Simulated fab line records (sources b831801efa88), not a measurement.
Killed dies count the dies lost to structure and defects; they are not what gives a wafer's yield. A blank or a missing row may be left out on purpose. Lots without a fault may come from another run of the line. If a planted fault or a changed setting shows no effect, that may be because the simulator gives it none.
Comparing a struck lot with a sound one || flow sky130 || 44 out of 708 route steps
Sound: these wafers, L255.2, L255.5, L255.6. Struck: wafer L263.2 (L263.4, L263.5, from the same lot, were not struck and are left out); the cause is given at the end.
Each step with rows lists, per side, the tool, then ch with its chambers, then its first start. Under that, the readings that differ: sound wafers || struck wafers || difference of the means || sigmas: that difference in standard deviations of wafers without a fault.
alike: same words and numbers on both sides, and readings whose means sit less than 2 such deviations apart. not compared: any withheld reading, any reading some wafer has no value for, any bound like >300 that may hide the same value, and any number with overlapping values for which the record gives no deviation.
A row with sigmas, a row that says differs or no value, or rows on one side alone: a step with any of these is where the two part. Numbers that don't overlap but have no deviation are shown without sigmas and don't part them. Lack of a reading on every wafer of one side parts them only where that side has two or more wafers.

first, 4 steps without rows for these wafers: SKY_VIA2_CLEAN_18 (cleans in IPA, time 180 s); SKY_VIA2_CLEAN_19 (cleans in O3/DIW); SKY_VIA2_SPUTTER_20 (material TiN, target thk 20 nm, time 80 s); SKY_VIA2_CVD_21 (deposits W, target thk 420 nm, time 126.4 s).
SKY_VIA2_RS_MEAS_22: a four-point-probe measurement.
  sound on film-metro-02, day 40 04:43; struck on film-metro-02, day 42 09:11
  alike: VIA2_W_RS
SKY_VIA2_THK_MEAS_23: measures by xrf.
  sound on film-metro-02, day 40 04:49; struck on film-metro-02, day 42 09:17
  alike: VIA2_W_THK
SKY_VIA2_CMP_24: polishes, stops on SiO2, t overpolish 20 s, target thk 0 nm.
  sound on cmp-02 ch 0,1, day 40 04:56; struck on cmp-01 ch 1, day 42 09:26
{"reading": "motor-current-A (A)", "sound": "9.9 11.2 10.3", "struck": 13.0, "difference": "+2.5", "sigmas": "+3"}
  alike: overpolish-run-s, time-to-endpoint-s
SKY_METAL3_SPUTTER_00: material Ti, target thk 15 nm, time 10 s.
  sound on pvd-sputter-03, day 40 05:14; struck on pvd-sputter-03, day 42 09:38
  alike: throttle-valve-pct
then, 1 step without rows for these wafers: SKY_METAL3_SPUTTER_01 (material TiN, target thk 20 nm, time 16.7 s).
SKY_METAL3_SPUTTER_02: material AlCu, target thk 735 nm, time 39.1 s.
  sound on pvd-sputter-03, day 40 05:17; struck on pvd-sputter-03, day 42 09:41
  alike: throttle-valve-pct
then, 1 step without rows for these wafers: SKY_METAL3_SPUTTER_03 (material Ti, target thk 5 nm, time 3.3 s).
SKY_METAL3_SPUTTER_04: material TiN, target thk 70 nm, time 58.3 s.
  sound on pvd-sputter-03, day 40 05:20; struck on pvd-sputter-03, day 42 09:44
  alike: throttle-valve-pct
SKY_CAPM_CVD_00: deposits SiO2, target thk 15.5 nm.
  sound on pecvd-03 ch 0,1, day 40 05:23; struck on pecvd-03 ch 2, day 42 09:47
{"reading": "rf-fwd-power-W (W)", "sound": "440.9 445.1 442.1", "struck": 371.8, "difference": -70.9, "sigmas": -35}
{"reading": "model.SiO2_of_CAPM_CVD_00.thk-nm (nm)", "sound": "15.26 15.55 15.62", "struck": 14.54, "difference": -0.94, "sigmas": ""}
  alike: heater-power-w
SKY_CAPM_THK_MEAS_01:
  sound on film-metro-02, day 40 05:25; struck on film-metro-02, day 42 10:13
{"reading": "CAPM_CVD_00_THK (nm)", "sound": "15.26 15.54 15.69", "struck": 14.56, "difference": -0.94, "sigmas": -5}
  not compared: hold
then, 1 step without rows for these wafers: SKY_CAPM_SPUTTER_02 (material TiN, target thk 200 nm, time 166.7 s).
SKY_CAPM_RS_MEAS_03: a four-point-probe measurement.
  sound on film-metro-03, day 40 05:36; struck on film-metro-03, day 42 13:29
  alike: CAPM_TIN_RS
SKY_CAPM_THK_MEAS_04: measures by xrf.
  sound on film-metro-03, day 40 05:43; struck on film-metro-03, day 42 13:35
  alike: CAPM_TIN_THK
then, 7 steps without rows for these wafers: SKY_CAPM_DEHYDRATE_05 (time 60 s); SKY_CAPM_HMDS_06 (prime time 60 s); SKY_CAPM_COAT_07 (resist thk 1140 nm); SKY_CAPM_SOFTBAKE_08 (time 60 s); SKY_CAPM_EXPOSE_09 (exposes mask CAPM, target cd 1000 nm); SKY_CAPM_PEB_10; SKY_CAPM_DEVELOP_11 (develop time 60 s).
SKY_CAPM_OVL_MEAS_12:
  sound on overlay-02, day 41 04:58; struck on overlay-02, day 43 08:13
  alike: CAPM_OVL
then, 13 steps without rows for these wafers: SKY_CAPM_METAL_ETCH_13 (etches TiN in Cl2/BCl3, stops on SiO2, target depth 220 nm, time 62.9 s); SKY_CAPM_STRIP_14 (strips in O2/N2); SKY_CAPM_STRIP_15 (strips in post etch residue remover, time 1200 s); SKY_CAPM_CLEAN_16 (cleans in IPA, time 180 s); SKY_CAPM_CLEAN_17 (cleans in O3/DIW); SKY_METAL3_DEHYDRATE_05 (time 60 s); SKY_METAL3_HMDS_06 (prime time 60 s); SKY_METAL3_COAT_07 (resist thk 60 nm); SKY_METAL3_COAT_08 (resist thk 1140 nm); SKY_METAL3_SOFTBAKE_09 (time 90 s); SKY_METAL3_EXPOSE_10 (exposes mask MM3, target cd 300 nm); SKY_METAL3_PEB_11; SKY_METAL3_DEVELOP_12 (develop time 60 s).
SKY_METAL3_CD_MEAS_13: target cd 300 nm.
  sound on cd-sem-01, day 42 05:11; struck on cd-sem-01, day 44 07:37
  alike: cd-nm
SKY_METAL3_OVL_MEAS_14:
  sound on overlay-02, day 42 05:18; struck on overlay-01, day 44 07:44
  alike: METAL3_OVL
SKY_METAL3_DESCUM_15: chemistry O2, time 8 s.
  sound on rie-metal-02 ch 0,1, day 42 05:20; struck on rie-metal-02 ch 1, day 44 07:46
{"reading": "oes-product-au (a.u.)", "sound": "0.993 1.007 1.013", "struck": 0.990, "difference": -0.014, "sigmas": -2}
  alike: drypump-motor-current-A
  not compared: rf-hours-counter-h
then, 1 step without rows for these wafers: SKY_METAL3_ETCH_16 (etches BARC in N2/H2, stops on SiO2, time 88.2 s, target depth 60 nm).
SKY_METAL3_ETCH_17: etches SiO2 in C4F8/O2/Ar, stops on TiN, time 3.9 s, target depth 15 nm.
  sound on rie-diel-03 ch 0,1,3, day 42 05:28; struck on rie-diel-02 ch 2, day 44 07:53
{"reading": "oes-product-au (a.u.)", "sound": "0.745 0.754 0.757", "struck": 0.731, "difference": -0.021, "sigmas": -3}
{"reading": "model.etch.depth-nm (nm)", "sound": "15.26 15.55 15.62", "struck": 14.54, "difference": -0.94, "sigmas": ""}
  not compared: rf-hours-counter-h
-- the record jumps here: 6 days lie between the struck wafers' starts before and after (it left off in module METAL3 and takes up again in module PAD_OPEN, whose first step shown is number 708 of the route) --
SKY_PAD_OPEN_PROBE_99:
  sound on prober-02, day 48 18:19; struck on prober-02, day 50 08:34
{"reading": "killed-at-other", "sound": "0 0 1", "struck": 2, "difference": "+2", "sigmas": "+2"}
{"reading": "model.etest.cap-mim.bv-v (V)", "sound": "13.97 14.02 14.03", "struck": 12.92, "difference": -1.09, "sigmas": ""}
{"reading": "model.etest.cap-mim.leak-log10-a-cm2", "sound": "-8.746 -9.036 -8.931", "struck": -8.624, "difference": "+0.280", "sigmas": ""}
{"reading": "model.etest.cap-mim.c-ff-um2", "sound": "2.384 2.344 2.304", "struck": 2.467, "difference": "+0.123", "sigmas": ""}
  alike: defect-limited-yield, killed_at_M0_to_M3, killed_at_M4_up, killed-at-contacts, killed-at-front-end, killed-dies, killed-open, killed-short, sort_bin_3_pad_short, sort_bin_5_function, sort_bin_6_memory, sort-n-pass, sort-yield-pct

## WHERE THEY PART
At SKY_VIA2_CMP_24 first; at SKY_PAD_OPEN_PROBE_99 last (within this record only).

WHY: what the simulator had put in
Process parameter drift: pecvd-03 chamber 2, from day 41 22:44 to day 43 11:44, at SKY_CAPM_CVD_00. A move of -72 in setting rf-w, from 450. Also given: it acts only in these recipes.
